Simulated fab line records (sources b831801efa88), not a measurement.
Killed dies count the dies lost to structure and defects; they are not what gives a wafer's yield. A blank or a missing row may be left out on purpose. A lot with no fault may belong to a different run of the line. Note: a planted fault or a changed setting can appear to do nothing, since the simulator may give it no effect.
Which of the tools did it? + flow sky130 + 13 lots with 39 wafers sampled at 5 steps, on a route of 708 steps

## WHAT THE GAUGES SHOWED, per wafer
SKY_POLY_GATE_THK_MEAS_04. Usual: POLY_GATE_CVD_03_THK 74.8 nm, standard deviation 0.89.
| lot  | measured     | on            | POLY_GATE_CVD_03_THK (nm) | flag |
|------|--------------|---------------|---------------------------|------|
| L155 | day 15 03:27 | film metro-02 | 74.2 73.7 74.5            |      |
| L156 | day 15 12:06 | film metro-02 | 74.8 74.7 74.8            |      |
| L157 | day 15 17:30 | film metro-01 | 73.0 73.9 73.5            |      |
| L158 | day 16 07:24 | film metro-01 | 73.7 74.7 74.0            |      |
| L159 | day 16 13:51 | film metro-01 | 73.8 74.1 74.0            |      |
| L160 | day 16 21:02 | film metro-02 | 75.3 75.1 74.9            |      |
| L161 | day 17 11:16 | film metro-02 | 75.5 75.5 75.6            |      |
| L167 | day 19 17:09 | film metro-01 | 74.8 74.7 74.9            |      |
| L169 | day 20 14:36 | film metro-02 | 74.0 73.9 73.9            |      |
| L175 | day 22 06:11 | film metro-01 | 75.6 74.5 75.9            |      |
| L176 | day 22 17:46 | film metro-02 | 74.2 74.3 73.9            |      |
| L177 | day 22 22:53 | film metro-03 | 75.2 75.4 75.2            |      |
| L178 | day 23 07:26 | film metro-03 | 71.6 72.8 72.7            |      |

SKY_LDD_P_CD_MEAS_07 targets a cd of 380 nm. Usual: cd nm reads 381.2 nm (standard deviation 2.7).
| lot  | measured     | on        | cd nm (nm)        | flag |
|------|--------------|-----------|-------------------|------|
| L155 | day 18 19:56 | cd sem-01 | 380.1 380.4 378.0 |      |
| L156 | day 19 07:05 | cd sem-02 | 384.0 380.6 379.8 |      |
| L157 | day 19 13:49 | cd sem-02 | 379.7 380.2 381.5 |      |
| L158 | day 20 02:53 | cd sem-01 | 383.8 385.2 382.1 |      |
| L159 | day 20 11:21 | cd sem-02 | 375.5 379.0 376.6 |      |
| L160 | day 20 18:41 | cd sem-01 | 380.8 382.3 381.3 |      |
| L161 | day 21 11:59 | cd sem-01 | 380.9 380.9 377.7 |      |
| L167 | day 23 16:50 | cd sem-01 | 367.4 368.1 383.2 | OFF  |
| L169 | day 24 12:46 | cd sem-02 | 377.3 378.7 379.5 |      |
| L175 | day 26 02:48 | cd sem-01 | 385.3 384.4 384.3 |      |
| L176 | day 26 13:49 | cd sem-02 | 382.9 382.1 383.1 |      |
| L177 | day 26 19:05 | cd sem-02 | 381.6 386.3 384.7 |      |
| L178 | day 27 02:25 | cd sem-02 | 380.1 377.8 378.0 |      |

SKY_LDD_P_OVL_MEAS_08. Usual: LDD_P_OVL 1.0 nm, standard deviation 1.4.
| lot  | measured     | on         | LDD_P_OVL (nm) | flag |
|------|--------------|------------|----------------|------|
| L155 | day 18 20:03 | overlay-02 | 3.3 3.0 0.7    |      |
| L156 | day 19 07:12 | overlay-01 | -0.3 -0.3 -1.3 |      |
| L157 | day 19 13:56 | overlay-02 | -0.1 -0.4 -1.4 |      |
| L158 | day 20 03:00 | overlay-02 | 2.3 0.8 1.5    |      |
| L159 | day 20 11:27 | overlay-01 | 2.6 2.2 4.0    |      |
| L160 | day 20 18:48 | overlay-01 | 4.5 1.6 0.4    |      |
| L161 | day 21 12:06 | overlay-02 | 0.2 2.1 2.1    |      |
| L167 | day 23 16:57 | overlay-01 | 2.9 1.2 1.4    |      |
| L169 | day 24 12:52 | overlay-02 | -0.1 1.4 0.4   |      |
| L175 | day 26 02:54 | overlay-02 | 1.0 2.3 1.1    |      |
| L176 | day 26 13:56 | overlay-02 | 1.8 1.8 -0.5   |      |
| L177 | day 26 19:12 | overlay-02 | 2.9 2.4 2.6    |      |
| L178 | day 27 02:32 | overlay-02 | 2.4 1.5 0.6    |      |

## WHAT TOOL EACH LOT RAN ON (gives the tool, then ch and the chambers of the sampled wafers, and finally the start)
| lot  | SKY_POLY_GATE_ETCH_17            | SKY_LDD_P_EXPOSE_04                 |
|------|----------------------------------|-------------------------------------|
| L155 | rie si-01 ch 1,2,3, day 16 07:06 | iline stepper-01 ch 0, day 18 05:38 |
| L156 | rie si-02 ch 0,2, day 16 15:34   | iline stepper-01 ch 0, day 18 16:04 |
| L157 | rie si-02 ch 0,1,2, day 16 21:51 | iline stepper-02 ch 0, day 18 22:15 |
| L158 | rie si-02 ch 1,2,3, day 17 11:30 | iline stepper-01 ch 0, day 19 11:43 |
| L159 | rie si-02 ch 0,2,3, day 17 19:25 | iline stepper-02 ch 0, day 19 20:40 |
| L160 | rie si-01 ch 1,2,3, day 18 02:07 | iline stepper-01 ch 0, day 20 04:21 |
| L161 | rie si-01 ch 0,1,2, day 18 17:43 | iline stepper-02 ch 0, day 20 20:32 |
| L167 | rie si-01 ch 1,2,3, day 21 00:40 | iline stepper-01 ch 0, day 23 01:25 |
| L169 | rie si-02 ch 1,2,3, day 21 21:10 | iline stepper-02 ch 0, day 23 21:40 |
| L175 | rie si-01 ch 0,1,3, day 23 12:57 | iline stepper-02 ch 0, day 25 12:22 |
| L176 | rie si-02 ch 0,2,3, day 24 00:34 | iline stepper-02 ch 0, day 25 22:46 |
| L177 | rie si-01 ch 1,2,3, day 24 06:00 | iline stepper-02 ch 0, day 26 04:20 |
| L178 | rie si-02 ch 0,2,3, day 24 14:04 | iline stepper-01 ch 0, day 26 13:00 |
- SKY_POLY_GATE_ETCH_17: etches poly-Si in HBr/Cl2, stops on SiO2, target depth 180 nm, time 70.5 s.
- SKY_LDD_P_EXPOSE_04: exposes mask PSDM, target cd 380 nm.

## WHAT THE TOOLS THEMSELVES READ (means of the sampled wafers that have a number; where no wafer has one, the mark that the record gives instead)
SKY_POLY_GATE_ETCH_17. Usual: drypump motor current A 6.15 A, standard deviation 0.25; he backside leak sccm 2.74 sccm, standard deviation 0.24; oes product au 0.990 a.u., standard deviation 0.0077; throttle valve pct 33.684 %, standard deviation 0.0085.
| lot  | tool      | drypump motor current A (A) | he backside leak sccm (sccm) | oes product au (a.u.) | throttle valve pct (%) | flag |
|------|-----------|-----------------------------|------------------------------|-----------------------|------------------------|------|
| L155 | rie si-01 | 6.38                        | 2.66                         | 0.997                 | 33.690                 |      |
| L156 | rie si-02 | 5.96                        | 2.84                         | 0.986                 | 33.687                 |      |
| L157 | rie si-02 | 6.00                        | 2.85                         | 0.993                 | 33.678                 |      |
| L158 | rie si-02 | 5.93                        | 2.84                         | 0.994                 | 33.679                 |      |
| L159 | rie si-02 | 6.00                        | 2.87                         | 0.998                 | 33.676                 |      |
| L160 | rie si-01 | 6.38                        | 2.64                         | 0.987                 | 33.685                 |      |
| L161 | rie si-01 | 6.26                        | 2.69                         | 0.994                 | 33.685                 |      |
| L167 | rie si-01 | 6.39                        | 2.55                         | 0.987                 | 33.686                 |      |
| L169 | rie si-02 | 5.95                        | 2.70                         | 0.994                 | 33.690                 |      |
| L175 | rie si-01 | 6.33                        | 2.49                         | 0.984                 | 33.694                 |      |
| L176 | rie si-02 | 5.98                        | 2.82                         | 0.985                 | 33.678                 |      |
| L177 | rie si-01 | 6.40                        | 2.77                         | 0.991                 | 33.688                 |      |
| L178 | rie si-02 | 5.97                        | 2.73                         | 0.991                 | 33.682                 |      |

## THE ANSWER, worked out from the rows above alone
Rule: lot off if the mean of its wafers having a number is beyond 3 standard deviations from the usual mean. A lot without any number at a reading at which 4 lots or more have one is off too. All remaining lots with rows at the step are treated as sound. First the gauges in route order, then the tools' own readings, where a lot's mean is used as printed above. The first step at which some lot is off is used, and at that step the reading that is off furthest; a lot without a number counts as furthest.
Off: L167 (SKY_LDD_P_CD_MEAS_07, cd nm).
A tool fits if, at a process step before that reading, it ran every lot that is off, and no sound lot after the first of them. The gauges at SKY_LDD_P_CD_MEAS_07 are tried like those tools. No candidate that was tried fits.

## WHAT THE SIMULATOR HAD PUT IN
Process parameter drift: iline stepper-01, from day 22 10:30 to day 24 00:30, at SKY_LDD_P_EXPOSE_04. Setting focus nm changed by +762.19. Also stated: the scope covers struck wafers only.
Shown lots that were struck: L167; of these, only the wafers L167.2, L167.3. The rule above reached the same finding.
